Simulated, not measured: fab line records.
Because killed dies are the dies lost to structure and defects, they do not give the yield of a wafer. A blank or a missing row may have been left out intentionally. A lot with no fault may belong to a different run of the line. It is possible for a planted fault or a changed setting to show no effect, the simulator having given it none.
Which tool was responsible? || flow gf180mcu || 13 lots, 39 wafers sampled, at 6 steps of a route of 602

WHAT THE GAUGES SHOWED, per wafer
GF_STI_THK_MEAS_04. Usual: STI_CVD_03_THK gives 206.8 nm (standard deviation 2).
{"lot": "L997", "measured": "day 1 16:28", "on": "film-metro-01", "STI_CVD_03_THK (nm)": "206.9 207.3 206.9", "flag": ""}
{"lot": "L998", "measured": "day 1 23:07", "on": "film-metro-03", "STI_CVD_03_THK (nm)": "205.3 202.8 203.5", "flag": ""}
{"lot": "L999", "measured": "day 2 03:25", "on": "film-metro-03", "STI_CVD_03_THK (nm)": "207.5 206.2 206.0", "flag": ""}
{"lot": "L101", "measured": "day 2 10:16", "on": "film-metro-03", "STI_CVD_03_THK (nm)": "206.4 208.1 207.1", "flag": ""}
{"lot": "L104", "measured": "day 3 05:14", "on": "film-metro-01", "STI_CVD_03_THK (nm)": "208.2 206.3 208.0", "flag": ""}
{"lot": "L106", "measured": "day 3 17:25", "on": "film-metro-03", "STI_CVD_03_THK (nm)": "210.8 211.7 210.7", "flag": ""}
{"lot": "L107", "measured": "day 3 17:25", "on": "film-metro-01", "STI_CVD_03_THK (nm)": "207.8 207.2 207.5", "flag": ""}
{"lot": "L112", "measured": "day 4 17:05", "on": "film-metro-01", "STI_CVD_03_THK (nm)": "208.2 207.0 207.4", "flag": ""}
{"lot": "L111", "measured": "day 4 17:06", "on": "film-metro-03", "STI_CVD_03_THK (nm)": "207.5 208.4 207.9", "flag": ""}
{"lot": "L114", "measured": "day 5 09:40", "on": "film-metro-03", "STI_CVD_03_THK (nm)": "208.0 207.6 207.7", "flag": ""}
{"lot": "L116", "measured": "day 5 17:50", "on": "film-metro-03", "STI_CVD_03_THK (nm)": "204.7 204.3 207.1", "flag": ""}
{"lot": "L117", "measured": "day 5 17:50", "on": "film-metro-04", "STI_CVD_03_THK (nm)": "204.8 207.3 206.3", "flag": ""}
{"lot": "L119", "measured": "day 6 06:16", "on": "film-metro-04", "STI_CVD_03_THK (nm)": "208.4 211.5 208.8", "flag": ""}

GF_VT_IMPLANT_OVL_MEAS_18. Usual: VT_IMPLANT_01_OVL gives -0.9 nm (standard deviation 1.9).
{"lot": "L997", "measured": "day 6 12:14", "on": "overlay-01", "VT_IMPLANT_01_OVL (nm)": "-3.4 -2.7 -1.9", "flag": ""}
{"lot": "L998", "measured": "day 6 17:04", "on": "overlay-01", "VT_IMPLANT_01_OVL (nm)": "0.2 -3.4 -0.2", "flag": ""}
{"lot": "L999", "measured": "day 6 17:23", "on": "overlay-01", "VT_IMPLANT_01_OVL (nm)": "-0.6 -2.3 -1.1", "flag": ""}
{"lot": "L101", "measured": "day 7 07:23", "on": "overlay-02", "VT_IMPLANT_01_OVL (nm)": "3.4 2.4 2.0", "flag": ""}
{"lot": "L104", "measured": "day 8 10:49", "on": "overlay-02", "VT_IMPLANT_01_OVL (nm)": "1.1 -0.2 -0.8", "flag": ""}
{"lot": "L106", "measured": "day 8 23:28", "on": "overlay-01", "VT_IMPLANT_01_OVL (nm)": "-0.6 -3.1 -0.5", "flag": ""}
{"lot": "L107", "measured": "day 8 23:19", "on": "overlay-02", "VT_IMPLANT_01_OVL (nm)": "-0.4 1.4 2.3", "flag": ""}
{"lot": "L112", "measured": "day 10 14:37", "on": "overlay-01", "VT_IMPLANT_01_OVL (nm)": "-1.8 -2.5 -2.4", "flag": ""}
{"lot": "L111", "measured": "day 10 12:40", "on": "overlay-01", "VT_IMPLANT_01_OVL (nm)": "0.2 -0.8 -1.6", "flag": ""}
{"lot": "L114", "measured": "day 11 02:43", "on": "overlay-01", "VT_IMPLANT_01_OVL (nm)": "-1.7 -2.0 0.2", "flag": ""}
{"lot": "L116", "measured": "day 11 06:46", "on": "overlay-01", "VT_IMPLANT_01_OVL (nm)": "-0.2 - -", "flag": ""}
{"lot": "L117", "measured": "day 11 11:07", "on": "overlay-01", "VT_IMPLANT_01_OVL (nm)": "-4.1 - -", "flag": ""}
{"lot": "L119", "measured": "day 11 23:43", "on": "overlay-01", "VT_IMPLANT_01_OVL (nm)": "-1.1 -0.5 -0.2", "flag": ""}

GF_VT_IMPLANT_TW_MEAS_21. Usual: VT_IMPLANT_2_TW gives 1215 (standard deviation 12).
{"lot": "L997", "measured": "day 6 12:31", "on": "film-metro-02", "VT_IMPLANT_2_TW": "1200 1201 1203", "flag": ""}
{"lot": "L998", "measured": "day 6 17:21", "on": "film-metro-01", "VT_IMPLANT_2_TW": "1231 1228 1228", "flag": ""}
{"lot": "L999", "measured": "day 6 17:41", "on": "film-metro-02", "VT_IMPLANT_2_TW": "1200 1200 1200", "flag": ""}
{"lot": "L101", "measured": "day 7 07:41", "on": "film-metro-02", "VT_IMPLANT_2_TW": "1207 1207 1209", "flag": ""}
{"lot": "L104", "measured": "day 8 11:07", "on": "film-metro-03", "VT_IMPLANT_2_TW": "1217 1212 1213", "flag": ""}
{"lot": "L106", "measured": "day 8 23:45", "on": "film-metro-01", "VT_IMPLANT_2_TW": "1224 1229 1228", "flag": ""}
{"lot": "L107", "measured": "day 8 23:37", "on": "film-metro-02", "VT_IMPLANT_2_TW": "1202 1201 1197", "flag": ""}
{"lot": "L112", "measured": "day 10 14:54", "on": "film-metro-01", "VT_IMPLANT_2_TW": "1236 1229 1230", "flag": ""}
{"lot": "L111", "measured": "day 10 12:58", "on": "film-metro-02", "VT_IMPLANT_2_TW": "1196 1201 1203", "flag": ""}
{"lot": "L114", "measured": "day 11 03:00", "on": "film-metro-01", "VT_IMPLANT_2_TW": "1236 1237 1236", "flag": ""}
{"lot": "L116", "measured": "day 11 07:03", "on": "film-metro-02", "VT_IMPLANT_2_TW": "1207 30 30", "flag": "OFF"}
{"lot": "L117", "measured": "day 11 11:24", "on": "film-metro-01", "VT_IMPLANT_2_TW": "1237 30 30", "flag": "OFF"}
{"lot": "L119", "measured": "day 12 00:00", "on": "film-metro-03", "VT_IMPLANT_2_TW": "1219 1214 1228", "flag": ""}

GF_POLY_GATE_OVL_MEAS_11. Usual: POLY_GATE_OVL gives -1 nm (standard deviation 5.7).
{"lot": "L997", "measured": "day 9 11:44", "on": "overlay-01", "POLY_GATE_OVL (nm)": "-1 9 1", "flag": ""}
{"lot": "L998", "measured": "day 9 19:56", "on": "overlay-02", "POLY_GATE_OVL (nm)": "0 8 9", "flag": ""}
{"lot": "L999", "measured": "day 9 20:01", "on": "overlay-01", "POLY_GATE_OVL (nm)": "0 -3 -2", "flag": ""}
{"lot": "L101", "measured": "day 10 07:14", "on": "overlay-01", "POLY_GATE_OVL (nm)": "11 7 6", "flag": ""}
{"lot": "L104", "measured": "day 11 14:25", "on": "overlay-01", "POLY_GATE_OVL (nm)": "12 -2 7", "flag": ""}
{"lot": "L106", "measured": "day 12 05:23", "on": "overlay-02", "POLY_GATE_OVL (nm)": "-9 -7 -6", "flag": ""}
{"lot": "L107", "measured": "day 12 06:25", "on": "overlay-02", "POLY_GATE_OVL (nm)": "3 -2 -7", "flag": ""}
{"lot": "L112", "measured": "day 14 01:03", "on": "overlay-01", "POLY_GATE_OVL (nm)": "-5 -9 3", "flag": ""}
{"lot": "L111", "measured": "day 13 23:03", "on": "overlay-01", "POLY_GATE_OVL (nm)": "5 7 6", "flag": ""}
{"lot": "L114", "measured": "day 14 16:26", "on": "overlay-01", "POLY_GATE_OVL (nm)": "-6 -10 -7", "flag": ""}
{"lot": "L116", "measured": "day 14 20:19", "on": "overlay-02", "POLY_GATE_OVL (nm)": -2, "flag": ""}
{"lot": "L117", "measured": "day 15 02:59", "on": "overlay-01", "POLY_GATE_OVL (nm)": 2, "flag": ""}
{"lot": "L119", "measured": "day 15 17:28", "on": "overlay-01", "POLY_GATE_OVL (nm)": "-10 -2 0", "flag": ""}

WHICH TOOL RAN EACH LOT (tool, then ch and the chambers of the sampled wafers, then the start)
{"lot": "L997", "GF_VT_IMPLANT_DEVELOP_17": "litho-track-03 ch 0, day 6 12:05", "GF_DUAL_GATE_STRIP_13": "plasma-asher-01 ch 0,1, day 8 15:14"}
{"lot": "L998", "GF_VT_IMPLANT_DEVELOP_17": "litho-track-02 ch 0, day 6 16:55", "GF_DUAL_GATE_STRIP_13": "plasma-asher-02 ch 1, day 8 22:41"}
{"lot": "L999", "GF_VT_IMPLANT_DEVELOP_17": "litho-track-03 ch 0, day 6 17:17", "GF_DUAL_GATE_STRIP_13": "plasma-asher-04 ch 0,1, day 8 22:50"}
{"lot": "L101", "GF_VT_IMPLANT_DEVELOP_17": "litho-track-03 ch 0, day 7 07:18", "GF_DUAL_GATE_STRIP_13": "plasma-asher-02 ch 0,1, day 9 10:27"}
{"lot": "L104", "GF_VT_IMPLANT_DEVELOP_17": "litho-track-02 ch 0, day 8 10:41", "GF_DUAL_GATE_STRIP_13": "plasma-asher-04 ch 0,1, day 10 16:53"}
{"lot": "L106", "GF_VT_IMPLANT_DEVELOP_17": "litho-track-02 ch 0, day 8 23:19", "GF_DUAL_GATE_STRIP_13": "plasma-asher-01 ch 0,1, day 11 06:11"}
{"lot": "L107", "GF_VT_IMPLANT_DEVELOP_17": "litho-track-03 ch 0, day 8 23:10", "GF_DUAL_GATE_STRIP_13": "plasma-asher-02 ch 0,1, day 11 06:01"}
{"lot": "L112", "GF_VT_IMPLANT_DEVELOP_17": "litho-track-01 ch 0, day 10 14:28", "GF_DUAL_GATE_STRIP_13": "plasma-asher-02 ch 0,1, day 13 01:44"}
{"lot": "L111", "GF_VT_IMPLANT_DEVELOP_17": "litho-track-02 ch 0, day 10 12:32", "GF_DUAL_GATE_STRIP_13": "plasma-asher-02 ch 0,1, day 12 23:57"}
{"lot": "L114", "GF_VT_IMPLANT_DEVELOP_17": "litho-track-01 ch 0, day 11 02:34", "GF_DUAL_GATE_STRIP_13": "plasma-asher-04 ch 0,1, day 13 16:49"}
{"lot": "L116", "GF_VT_IMPLANT_DEVELOP_17": "litho-track-01 ch 0, day 11 06:37", "GF_DUAL_GATE_STRIP_13": "plasma-asher-02 ch 0, day 13 20:38"}
{"lot": "L117", "GF_VT_IMPLANT_DEVELOP_17": "litho-track-01 ch 0, day 11 10:58", "GF_DUAL_GATE_STRIP_13": "plasma-asher-04 ch 1, day 14 02:29"}
{"lot": "L119", "GF_VT_IMPLANT_DEVELOP_17": "litho-track-02 ch 0, day 11 23:34", "GF_DUAL_GATE_STRIP_13": "plasma-asher-02 ch 0,1, day 14 16:32"}
- GF_VT_IMPLANT_DEVELOP_17: develop time 60 s.
- GF_DUAL_GATE_STRIP_13: strips in O2/N2.

WHAT THE TOOLS THEMSELVES READ (means of the sampled wafers that have a number; where no wafer has one, the mark that the record gives instead)
GF_DUAL_GATE_STRIP_13. Usual: drypump-motor-current-A 5.6 A, standard deviation 0.45; heater-power-w 352 W, standard deviation 26; oes-product-au 0.716 a.u., standard deviation 0.005; strip-time-to-endpoint-s 12.637 s, standard deviation 0.029.
{"lot": "L997", "tool": "plasma-asher-01", "drypump-motor-current-A (A)": 5.7, "heater-power-w (W)": 367, "oes-product-au (a.u.)": 0.712, "strip-time-to-endpoint-s (s)": 12.652, "flag": ""}
{"lot": "L998", "tool": "plasma-asher-02", "drypump-motor-current-A (A)": 4.9, "heater-power-w (W)": 374, "oes-product-au (a.u.)": 0.716, "strip-time-to-endpoint-s (s)": 12.655, "flag": ""}
{"lot": "L999", "tool": "plasma-asher-04", "drypump-motor-current-A (A)": 5.7, "heater-power-w (W)": 348, "oes-product-au (a.u.)": 0.716, "strip-time-to-endpoint-s (s)": 12.679, "flag": ""}
{"lot": "L101", "tool": "plasma-asher-02", "drypump-motor-current-A (A)": 5.7, "heater-power-w (W)": 360, "oes-product-au (a.u.)": 0.719, "strip-time-to-endpoint-s (s)": 12.636, "flag": ""}
{"lot": "L104", "tool": "plasma-asher-04", "drypump-motor-current-A (A)": 5.7, "heater-power-w (W)": 343, "oes-product-au (a.u.)": 0.714, "strip-time-to-endpoint-s (s)": 12.602, "flag": ""}
{"lot": "L106", "tool": "plasma-asher-01", "drypump-motor-current-A (A)": 5.7, "heater-power-w (W)": 361, "oes-product-au (a.u.)": 0.710, "strip-time-to-endpoint-s (s)": 12.668, "flag": ""}
{"lot": "L107", "tool": "plasma-asher-02", "drypump-motor-current-A (A)": 5.3, "heater-power-w (W)": 374, "oes-product-au (a.u.)": 0.710, "strip-time-to-endpoint-s (s)": 12.639, "flag": ""}
{"lot": "L112", "tool": "plasma-asher-02", "drypump-motor-current-A (A)": 5.7, "heater-power-w (W)": 362, "oes-product-au (a.u.)": 0.719, "strip-time-to-endpoint-s (s)": 12.652, "flag": ""}
{"lot": "L111", "tool": "plasma-asher-02", "drypump-motor-current-A (A)": 5.3, "heater-power-w (W)": 365, "oes-product-au (a.u.)": 0.717, "strip-time-to-endpoint-s (s)": 12.601, "flag": ""}
{"lot": "L114", "tool": "plasma-asher-04", "drypump-motor-current-A (A)": 5.7, "heater-power-w (W)": 341, "oes-product-au (a.u.)": 0.714, "strip-time-to-endpoint-s (s)": 12.611, "flag": ""}
{"lot": "L116", "tool": "plasma-asher-02", "drypump-motor-current-A (A)": 6.0, "heater-power-w (W)": 368, "oes-product-au (a.u.)": 0.712, "strip-time-to-endpoint-s (s)": 12.679, "flag": ""}
{"lot": "L117", "tool": "plasma-asher-04", "drypump-motor-current-A (A)": 6.2, "heater-power-w (W)": 319, "oes-product-au (a.u.)": 0.722, "strip-time-to-endpoint-s (s)": 12.646, "flag": ""}
{"lot": "L119", "tool": "plasma-asher-02", "drypump-motor-current-A (A)": 5.3, "heater-power-w (W)": 364, "oes-product-au (a.u.)": 0.711, "strip-time-to-endpoint-s (s)": 12.651, "flag": ""}

THE ANSWER, worked out from the rows above alone
Rule: take the mean of a lot's wafers that have a number; if it is more than 3 standard deviations from the usual mean, the lot is off. A lot without any number at a reading at which 4 lots or more have one is off too. All remaining lots with rows at the step are treated as sound. The gauges are gone through in route order, then the tools' own readings, and for those a lot's mean is taken as printed above. At the first step where some lot is off, the reading lying furthest off is the one used; lots without a number count as furthest.
Off: at GF_VT_IMPLANT_TW_MEAS_21 (VT_IMPLANT_2_TW), L116, L117.
If a tool, at a process step before that reading, ran all the lots that are off and no sound lot after the first of them, it fits. The gauges at GF_VT_IMPLANT_TW_MEAS_21 are tried like those tools. One candidate fits, namely litho-track-01 at GF_VT_IMPLANT_DEVELOP_17. A fault onset in the window from L114 (day 11 02:34, its last sound lot) to L116 (day 11 06:37, its first lot off) fits.

WHAT WAS PUT IN BY THE SIMULATOR
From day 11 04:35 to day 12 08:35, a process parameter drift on litho-track-01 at GF_VT_IMPLANT_DEVELOP_17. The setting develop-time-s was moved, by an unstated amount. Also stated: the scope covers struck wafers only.
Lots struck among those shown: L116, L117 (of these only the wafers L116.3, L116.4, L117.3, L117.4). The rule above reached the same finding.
